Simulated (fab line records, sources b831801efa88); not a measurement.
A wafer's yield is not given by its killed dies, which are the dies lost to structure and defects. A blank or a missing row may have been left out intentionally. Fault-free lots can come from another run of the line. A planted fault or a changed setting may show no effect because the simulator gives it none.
One fault through the eyes of 2 desks ; flow gf180mcu ; each desk holds nothing but its own numbers, with what lay behind them at the end

## TOOL OWNER'S DESK, implanter-02
The tool's own readings at GF_VT_IMPLANT_IMPLANT_19: means of the sampled wafers that have a number, for each lot that ran on this tool. The brackets show how far a lot's mean lies from the usual mean; more than 4 standard deviations puts the lot out of limits, marked OUT.
Columns: A = tiltDeg at GF_VT_IMPLANT_IMPLANT_19, usual 6.997 degrees
lot;first seen here;A
L505;day 6 20:35;7.017
L506;day 7 01:23;7.004
L510;day 8 03:02;0.004 (-99 or more) OUT
L513;day 8 20:44;-0.024 (-99 or more) OUT
L524;day 11 17:19;6.969
L525;day 12 03:19;6.989
This desk's finding: out of limits on L510, L513; first on L510, day 8 03:02 (tiltDeg at GF_VT_IMPLANT_IMPLANT_19). Within limits: L505, L506, L524, L525.

## AT THE METROLOGY DESK
What the gauges read, lot by lot, whatever tool the lot ran on: means of the sampled wafers that have a number. The brackets show how far a lot's mean lies from the usual mean; more than 4 standard deviations puts the lot out of limits, marked OUT.
Columns: A = NWELL_TW at GF_NWELL_TW_MEAS_11, usual 1566; B = VT_IMPLANT_OVL at GF_VT_IMPLANT_OVL_MEAS_07, usual -1.1 nm; C = VT_IMPLANT_2_TW at GF_VT_IMPLANT_TW_MEAS_21, usual 1219; D = VT_IMPLANT_03_OVL at GF_VT_IMPLANT_OVL_MEAS_40, usual -1.0 nm
lot;first seen here;A;B;C;D
L504;day 3 15:38;1570;-2.6;1220;-2.5
L505;day 3 22:16;1550;-3.3;1227;-1.8
L506;day 4 01:41;1578;-0.6;1219;-1.4
L508;day 4 13:32;1547;0.1;1214;-0.4
L509;day 4 17:58;1544;-1.8;1217;-1.6
L510;day 4 22:59;1548;-2.2;1093 (-16) OUT;0.0
L511;day 5 03:44;1591;-1.7;1221;-1.0
L513;day 5 14:50;1550;0.5;1090 (-16) OUT;-0.9
L519;day 6 22:32;1550;-1.6;1207;-1.0
L520;day 7 03:29;1580;1.6;1204;-1.3
L521;day 7 09:36;1573;-0.4;1229;-1.7
L524;day 8 01:56;1577;0.1;1215;-0.7
L525;day 8 08:45;1547;-0.9;1218;-2.2
L526;day 8 13:18;1588;-1.3;1227;-0.8
This desk reports L510, L513 out of limits; the earliest was L510 at day 8 03:17 (VT_IMPLANT_2_TW at GF_VT_IMPLANT_TW_MEAS_21). Within limits: L504, L505, L506, L508, L509, L511, L519, L520, L521, L524, L525, L526.

## ALL TOGETHER
On L510, L513, at day 8 03:02, an alarm was possible from the tool owner's desk.
On L510, L513, the metrology desk was in a position to raise an alarm at day 8 03:17.
All the named lots went through GF_VT_IMPLANT_IMPLANT_19 on implanter-02.

## WHAT HAD BEEN PUT IN BY THE SIMULATOR
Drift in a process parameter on implanter-02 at GF_VT_IMPLANT_IMPLANT_19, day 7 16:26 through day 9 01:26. Setting tiltDeg shifted by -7 from 7. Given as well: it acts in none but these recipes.
Struck lots among those shown: L510, L513.
Delay (hours) between the fault's onset and each desk's first out-of-limits reading: 11 at the tool owner's desk, 11 at the metrology desk.
